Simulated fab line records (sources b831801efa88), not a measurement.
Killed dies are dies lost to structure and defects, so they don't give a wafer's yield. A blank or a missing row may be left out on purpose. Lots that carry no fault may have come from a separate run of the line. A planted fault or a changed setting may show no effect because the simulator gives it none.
fab line records	flow sky130	part 2 of 2: steps 32 to 43 of 43
record: lots: 5	wafers: 15	last_day: 49
route steps=708 shown VT_ADJUST_NCORE@119 VT_ADJUST_HVTR@131 VT_ADJUST_PCH@143 SONOS_TUNNEL@154
lots untouched by any fault: they come from a run of this same line in which no faults occurred
start_h: the number of hours between the record's first day and the start of the first shown wafer of the lot	wait_h: hours elapsed since this lot's preceding step	" identical to the entry in the row above	L1.1+2: one row covering several wafers at once	- no value, or no start was given	* or withheld: withheld	< > ~ a bound
route shown NAME@n: names a module that has steps shown in the file, with the first one's number in the route	usual: average and standard deviation across the fault-free wafers	same: alike in all rows	chamber/n: place in a boat	sites: per-site readings	_std_site: the values' standard deviation	_edge_site: outer sites' mean less inner sites'	radius_mm: how far each site lies from the wafer's centre	mask NAME#n: copy n	behind: the most recent tool/chamber to have shaped the wafer	hold: what put the lot on hold/how long, in hours/how the hold closed	device: whichever transistor did not switch (one of n, p or np)	end of line: the route-end tests of the same wafers	step lacking rows: just its recipe	killed: dies lost to structure and defects at the first sort, not the wafer's yield	map: the dies of a wafer, with x for killed, . for not killed, _ for no die there
set.NAME: the run value of the setting; set.NAME@STEP: its run value at that earlier step	model.NAME: the simulator's own value behind a step, which no gauge read
lots at selected steps of the route; one table per step, one row per wafer
services: when a tool's chamber went out of use (start_h, in hours from the record's first day, below 0 if earlier), for how many hours, and the reason
== steps ==
step: SKY_VT_ADJUST_PCH_OVL_MEAS_07
usual: VT_ADJUST_PCH_OVL: -0.5/1.4
lot.wafer	tool	chamber	start_h	wait_h	VT_ADJUST_PCH_OVL[nm]
L076.2	overlay-02	-	237.60	-	-1.3
L076.3	"	-	"	"	-0.4
L076.5	"	-	"	"	-0.2
L089.1	overlay-01	-	338.59	-	0.4
L089.3	"	-	"	"	-1.6
L089.5	"	-	"	"	-0.7
L092.1	overlay-01	-	367.25	-	-0.3
L092.3	"	-	"	"	-0.6
L092.6	"	-	"	"	-1.5
L093.1	overlay-01	-	370.90	-	-0.5
L093.4	"	-	"	"	-0.9
L093.5	"	-	"	"	-0.7
L094.1	overlay-02	-	380.66	-	0.9
L094.4	"	-	"	"	0.5
L094.6	"	-	"	"	-0.1
step: SKY_VT_ADJUST_PCH_IMPLANT_08
recipe: species: B	energy_kev: 10	dose_cm2: 5e+11	tilt_deg: withheld
lot.wafer	tool	chamber	start_h	wait_h
L076.2+3+5	implanter-03	0	237.66	0.0
L089.1+3+5	implanter-02	0	338.63	0.0
L092.1+3+6	implanter-03	0	367.28	0.0
L093.1+4+5	implanter-03	0	370.93	0.0
L094.1+4+6	implanter-01	0	380.70	0.0
step: SKY_VT_ADJUST_PCH_STRIP_09
recipe: chemistry: O2/N2	power_w: 1400	pressure_mtorr: 1500	platen_temp_c: withheld	o2_flow_sccm: 3000	n2_flow_sccm: 300	overash_fraction: 0.5
usual: chamber_pressure_mTorr: 1500.2/1.4	drypump_motor_current_A: 5.8/0.5	oes_product_au: 0.722/0.0041	strip_time_to_endpoint_s: 36.92/0.097
lot.wafer	tool	chamber	start_h	wait_h	chamber_pressure_mTorr	drypump_motor_current_A	oes_product_au	rf_hours_counter_h	strip_time_to_endpoint_s
L076.2	plasma_asher-01	0	237.78	0.1	1500.2	6.5	0.727	12	36.89
L076.3	"	1	"	"	1499.6	5.0	0.728	-	36.91
L076.5	"	0	"	"	1501.6	6.5	0.722	-	37.02
L089.1	plasma_asher-04	0	338.78	0.1	1502.3	5.3	0.727	64	36.92
L089.3	"	0	"	"	1498.3	5.3	0.716	-	36.84
L089.5	"	1	"	"	1502.2	5.5	0.729	-	36.98
L092.1	plasma_asher-01	0	367.43	0.1	1500.1	6.5	0.718	24	36.87
L092.3	"	1	"	"	1500.6	5.0	0.720	-	36.95
L092.6	"	1	"	"	1499.1	5.0	0.715	-	36.98
L093.1	plasma_asher-02	0	371.08	0.1	1499.2	5.9	0.721	55	37.14
L093.4	"	1	"	"	1501.6	6.2	0.715	-	37.01
L093.5	"	0	"	"	1501.6	5.9	0.721	-	37.14
L094.1	plasma_asher-04	1	380.85	0.1	1502.0	5.5	0.720	68	36.82
L094.4	"	0	"	"	1501.7	5.3	0.723	-	36.93
L094.6	"	1	"	"	1502.5	5.5	0.727	-	36.90
step: SKY_VT_ADJUST_PCH_TW_MEAS_10
usual: VT_ADJUST_PCH_TW: 142.6/1.6
lot.wafer	tool	chamber	start_h	wait_h	VT_ADJUST_PCH_TW
L076.2	film_metro-04	-	237.89	0.1	143.4
L076.3	"	-	"	"	144.0
L076.5	"	-	"	"	143.8
L089.1	film_metro-04	-	338.88	0.1	144.9
L089.3	"	-	"	"	143.5
L089.5	"	-	"	"	144.0
L092.1	film_metro-04	-	367.53	0.1	143.9
L092.3	"	-	"	"	143.6
L092.6	"	-	"	"	143.9
L093.1	film_metro-04	-	371.18	0.1	143.4
L093.4	"	-	"	"	143.0
L093.5	"	-	"	"	143.3
L094.1	film_metro-02	-	380.95	0.1	140.3
L094.4	"	-	"	"	140.3
L094.6	"	-	"	"	140.5
step: SKY_SONOS_TUNNEL_DEHYDRATE_00
recipe: temp_c: 200	time_s: 60
lot.wafer	tool	chamber	start_h	wait_h
L076.2+3+5	litho_track-02	0	248.89	11.0
L089.1+3+5	litho_track-04	0	352.25	13.4
L092.1+3+6	litho_track-01	0	381.24	13.7
L093.1+4+5	litho_track-04	0	385.40	14.2
L094.1+4+6	litho_track-04	0	395.30	14.3
step: SKY_SONOS_TUNNEL_HMDS_01
recipe: prime_time_s: 60	prime_temp_c: 120
lot.wafer	tool	chamber	start_h	wait_h
L076.2+3+5	litho_track-02	0	249.04	0.1
L089.1+3+5	litho_track-04	0	352.40	0.1
L092.1+3+6	litho_track-01	0	381.39	0.1
L093.1+4+5	litho_track-04	0	385.55	0.1
L094.1+4+6	litho_track-04	0	395.45	0.1
step: SKY_SONOS_TUNNEL_COAT_02
recipe: resist: NOVOLAK	spin_rpm: 3000	resist_thk_nm: 1140
usual: dispense_pressure_kPa: 46/3.3
lot.wafer	tool	chamber	start_h	wait_h	dispense_pressure_kPa
L076.2	litho_track-02	0	249.19	0.1	41
L076.3	"	0	"	"	41
L076.5	"	0	"	"	41
L089.1	litho_track-04	0	352.55	0.1	47
L089.3	"	0	"	"	47
L089.5	"	0	"	"	47
L092.1	litho_track-01	0	381.54	0.1	49
L092.3	"	0	"	"	49
L092.6	"	0	"	"	49
L093.1	litho_track-04	0	385.70	0.1	47
L093.4	"	0	"	"	47
L093.5	"	0	"	"	47
L094.1	litho_track-04	0	395.60	0.1	47
L094.4	"	0	"	"	47
L094.6	"	0	"	"	47
step: SKY_SONOS_TUNNEL_SOFTBAKE_03
recipe: temp_c: 90	time_s: 60	resist: NOVOLAK
lot.wafer	tool	chamber	start_h	wait_h
L076.2+3+5	litho_track-02	0	249.34	0.1
L089.1+3+5	litho_track-04	0	352.70	0.1
L092.1+3+6	litho_track-01	0	381.69	0.1
L093.1+4+5	litho_track-04	0	385.85	0.1
L094.1+4+6	litho_track-04	0	395.75	0.1
step: SKY_SONOS_TUNNEL_EXPOSE_04
recipe: mask_id: TUNM	na: 0.6	source_shape: conventional	sigma_outer: 0.6	polarization: unpolarized	target_cd_nm: 410	dose_mj: 136
usual: focus_offset_nm: 0.0/0.54	stage_vel_mm_s: 500.07/0.23
same: na: 0.6
lot.wafer	tool	chamber	start_h	wait_h	mask	focus_offset_nm	stage_vel_mm_s
L076.2	iline_stepper-02	0	-	-	TUNM#0	-0.4	500.48
L076.3	"	0	"	"	TUNM#0	0.7	500.16
L076.5	"	0	"	"	TUNM#0	0.7	500.35
L089.1	iline_stepper-02	0	-	-	TUNM#0	-0.4	500.13
L089.3	"	0	"	"	TUNM#0	-0.2	500.27
L089.5	"	0	"	"	TUNM#0	0.0	500.16
L092.1	iline_stepper-02	0	-	-	TUNM#0	0.1	500.36
L092.3	"	0	"	"	TUNM#0	-0.4	500.01
L092.6	"	0	"	"	TUNM#0	-0.3	500.05
L093.1	iline_stepper-02	0	-	-	TUNM#0	-1.0	500.16
L093.4	"	0	"	"	TUNM#0	-0.8	499.81
L093.5	"	0	"	"	TUNM#0	0.0	500.48
L094.1	iline_stepper-02	0	-	-	TUNM#0	-0.3	499.77
L094.4	"	0	"	"	TUNM#0	-0.6	499.97
L094.6	"	0	"	"	TUNM#0	-0.1	500.41
step: SKY_SONOS_TUNNEL_PEB_05
recipe: temp_c: withheld	time_s: *	resist: NOVOLAK
lot.wafer	tool	chamber	start_h	wait_h
L076.2+3+5	litho_track-01	0	-	-
L089.1+3+5	litho_track-04	0	-	-
L092.1+3+6	litho_track-02	0	-	-
L093.1+4+5	litho_track-01	0	-	-
L094.1+4+6	litho_track-02	0	-	-
step: SKY_SONOS_TUNNEL_DEVELOP_06
recipe: resist: NOVOLAK	developer: TMAH	develop_time_s: 60	dev_temp_c: 23
lot.wafer	tool	chamber	start_h	wait_h
L076.2+3+5	litho_track-01	0	261.17	0.1
L089.1+3+5	litho_track-04	0	366.95	0.1
L092.1+3+6	litho_track-02	0	396.66	0.1
L093.1+4+5	litho_track-01	0	400.49	0.1
L094.1+4+6	litho_track-02	0	410.26	0.1
step: SKY_SONOS_TUNNEL_CD_MEAS_07
recipe: target_cd_nm: 410
usual: cd_nm: 409.5/2.5
lot.wafer	tool	chamber	start_h	wait_h	cd_nm
L076.2	cd_sem-01	-	261.31	0.1	408.2
L076.3	"	-	"	"	409.0
L076.5	"	-	"	"	407.9
L089.1	cd_sem-02	-	367.10	0.1	408.4
L089.3	"	-	"	"	407.0
L089.5	"	-	"	"	407.5
L092.1	cd_sem-02	-	396.81	0.1	414.2
L092.3	"	-	"	"	412.1
L092.6	"	-	"	"	414.2
L093.1	cd_sem-01	-	400.64	0.1	410.9
L093.4	"	-	"	"	412.9
L093.5	"	-	"	"	413.5
L094.1	cd_sem-01	-	410.41	0.1	409.2
L094.4	"	-	"	"	411.0
L094.6	"	-	"	"	409.7
== services ==
tool	chamber	start_h	hours	kind
iline_stepper-02	0	164.88	-	calibration
plasma_asher-03	-	187.46	2.8	pm
implanter-01	-	208.80	0.6	repair
implanter-03	-	210.09	16.7	pm
implanter-04	-	214.56	3.9	repair
implanter-02	-	224.44	2.4	pm
implanter-02	-	259.59	5.6	pm
implanter-04	-	264.98	2.3	repair
implanter-02	-	271.38	2.8	repair
implanter-01	-	291.30	0.9	repair
iline_stepper-01	-	291.82	17.6	repair
plasma_asher-01	-	294.21	2.9	repair
iline_stepper-01	-	309.41	1.7	pm
plasma_asher-03	-	313.73	1.2	repair
implanter-02	-	323.88	11.8	repair
implanter-01	-	335.89	3.1	pm
iline_stepper-02	-	345.97	4.3	pm
plasma_asher-04	-	362.96	6.6	repair
implanter-02	-	369.43	3.8	repair
plasma_asher-03	-	370.19	6.8	repair
iline_stepper-02	-	376.22	1.7	pm
plasma_asher-02	-	380.16	2.7	repair
iline_stepper-02	0	385.87	-	calibration
plasma_asher-03	-	395.60	14.6	pm
